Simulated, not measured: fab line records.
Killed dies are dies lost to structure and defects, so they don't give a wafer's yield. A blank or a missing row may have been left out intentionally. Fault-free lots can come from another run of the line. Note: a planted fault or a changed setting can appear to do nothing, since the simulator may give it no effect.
Which tool is to blame? | flow sky130 | 13 lots with 39 wafers sampled at 5 steps, on a route of 708 steps

== WHAT EACH GAUGE READ, for each wafer ==
SKY_SD_P_OVL_MEAS_08. Usual: for SD_P_OVL the level is -0.4 nm and the standard deviation is 1.5.
lot  | measured     | on         | SD_P_OVL (nm)  | flag
L209 | day 26 04:27 | overlay-02 | -1.2 -1.2 -1.7 |
L210 | day 26 06:52 | overlay-01 | -1.1 0.0 -0.3  |
L211 | day 26 17:22 | overlay-01 | -1.0 -0.2 1.0  |
L212 | day 27 07:06 | overlay-02 | -0.1 0.0 0.2   |
L214 | day 27 21:09 | overlay-01 | -0.6 -0.8 -0.3 |
L213 | day 27 22:46 | overlay-01 | 2.2 -2.7 -0.7  |
L217 | day 28 13:02 | overlay-02 | 1.9 1.2 3.1    |
L219 | day 29 05:01 | overlay-01 | -0.1 -1.4 1.3  |
L218 | day 29 06:17 | overlay-02 | -0.7 -1.8 -1.4 |
L221 | day 29 18:40 | overlay-02 | -2.5 -1.4 -0.7 |
L222 | day 29 18:59 | overlay-01 | 0.1 0.5 0.6    |
L224 | day 30 10:46 | overlay-01 | -1.7 -0.4 -3.1 |
L230 | day 32 15:25 | overlay-01 | -1.4 0.4 -1.4  |

SKY_SD_N_RS_MEAS_18: measurement is done with a four-point probe. Usual: for RES_XHIGH_RS the level is 333.5 ohm/sq and the standard deviation is 1.2.
lot  | measured     | on            | RES_XHIGH_RS (ohm/sq) | flag
L209 | day 28 16:00 | film metro-04 | 331.8 333.3 332.8     |
L210 | day 28 18:56 | film metro-03 | 334.9 335.7 336.2     |
L211 | day 29 05:24 | film metro-03 | 332.6 333.7 333.6     |
L212 | day 29 17:42 | film metro-02 | 333.9 333.1 333.2     |
L214 | day 30 06:41 | film metro-03 | 334.3 334.5 333.5     |
L213 | day 30 07:53 | film metro-03 | 333.7 333.4 334.8     |
L217 | day 30 22:17 | film metro-03 | 335.1 335.5 335.2     |
L219 | day 31 13:43 | film metro-02 | 333.7 333.6 332.9     |
L218 | day 31 15:38 | film metro-03 | 333.8 333.3 333.6     |
L221 | day 32 03:55 | film metro-04 | 333.8 333.7 335.5     |
L222 | day 32 04:01 | film metro-03 | 331.6 331.8 332.2     |
L224 | day 32 19:15 | film metro-02 | 332.8 333.5 337.5     |
L230 | day 34 21:32 | film metro-02 | 333.2 332.9 332.5     |

SKY_LI_CONTACT_THK_MEAS_01. Usual: for LI_CONTACT_HDPCVD_THK the level is 932 nm and the standard deviation is 13.
lot  | measured     | on            | LI_CONTACT_HDPCVD_THK (nm) | flag
L209 | day 28 16:14 | film metro-04 | 911 928 921                |
L210 | day 28 19:10 | film metro-02 | 923 943 934                |
L211 | day 29 05:38 | film metro-02 | 943 938 946                |
L212 | day 29 18:08 | film metro-02 | 944 943 937                |
L214 | day 30 06:56 | film metro-04 | 935 909 938                |
L213 | day 30 08:09 | film metro-04 | 951 941 921                |
L217 | day 30 22:31 | film metro-02 | 918 923 901                |
L219 | day 31 13:55 | film metro-03 | 904 953 946                |
L218 | day 31 15:52 | film metro-02 | 936 925 935                |
L221 | day 32 04:09 | film metro-02 | 926 915 922                |
L222 | day 32 04:14 | film metro-04 | 951 927 931                |
L224 | day 32 19:28 | film metro-04 | 929 953 917                |
L230 | day 34 21:47 | film metro-04 | 923 904 914                |

SKY_LI_CONTACT_BOW_MEAS_03. Usual: for LI_CONTACT_BOW the level is 58 um and the standard deviation is 6.4.
lot  | measured     | on            | LI_CONTACT_BOW (um) | flag
L209 | day 28 16:36 | film metro-02 | 71 61 60            |
L210 | day 28 19:32 | film metro-04 | 56 49 48            |
L211 | day 29 06:01 | film metro-02 | 58 70 61            |
L212 | day 29 18:31 | film metro-04 | 45 53 58            |
L214 | day 30 07:17 | film metro-03 | 63 56 46            |
L213 | day 30 08:31 | film metro-02 | 63 55 60            |
L217 | day 30 22:53 | film metro-04 | 61 59 50            |
L219 | day 31 14:19 | film metro-03 | 60 58 58            |
L218 | day 31 16:14 | film metro-04 | 47 65 47            |
L221 | day 32 04:31 | film metro-04 | 61 65 59            |
L222 | day 32 04:49 | film metro-02 | 59 57 59            |
L224 | day 32 19:51 | film metro-03 | 62 62 60            |
L230 | day 34 22:08 | film metro-03 | 57 60 49            |

== WHICH TOOL RAN EACH LOT (tool, then ch and the chambers of the sampled wafers, then the start) ==
lot  | SKY_RES_XHIGH_IMPLANT_07
L209 | implanter-01 ch 0, day 27 09:59
L210 | implanter-02 ch 0, day 27 12:47
L211 | implanter-02 ch 0, day 27 23:10
L212 | implanter-02 ch 0, day 28 12:40
L214 | implanter-03 ch 0, day 29 01:58
L213 | implanter-03 ch 0, day 29 03:23
L217 | implanter-03 ch 0, day 29 17:22
L219 | implanter-03 ch 0, day 30 09:32
L218 | implanter-02 ch 0, day 30 10:13
L221 | implanter-01 ch 0, day 30 23:05
L222 | implanter-02 ch 0, day 30 23:34
L224 | implanter-01 ch 0, day 31 14:49
L230 | implanter-03 ch 0, day 33 18:04
- SKY_RES_XHIGH_IMPLANT_07

== AS READ BY THE TOOLS THEMSELVES (means over the sampled wafers that have a number; for cases with no such wafer, the mark the record gives instead) ==
The record holds no such reading with a usual standard deviation.

== THE ANSWER, worked out from the rows above alone ==
Rule: a lot counts as off when the mean over its wafers that have a number is more than 3 standard deviations away from the usual mean. Also off: a lot with no number at a reading for which 4 or more lots have one. Where the step has rows for the other lots, those lots are counted as sound. After the gauges, taken in route order, come the tools' own readings; for these a lot's mean is taken, as printed above. The first step at which some lot is off is used, and at that step the reading that is off furthest; a lot without a number counts as furthest.
Across all readings shown, no lot is off: no conclusion can be drawn from this.

== WHAT WAS PUT IN BY THE SIMULATOR ==
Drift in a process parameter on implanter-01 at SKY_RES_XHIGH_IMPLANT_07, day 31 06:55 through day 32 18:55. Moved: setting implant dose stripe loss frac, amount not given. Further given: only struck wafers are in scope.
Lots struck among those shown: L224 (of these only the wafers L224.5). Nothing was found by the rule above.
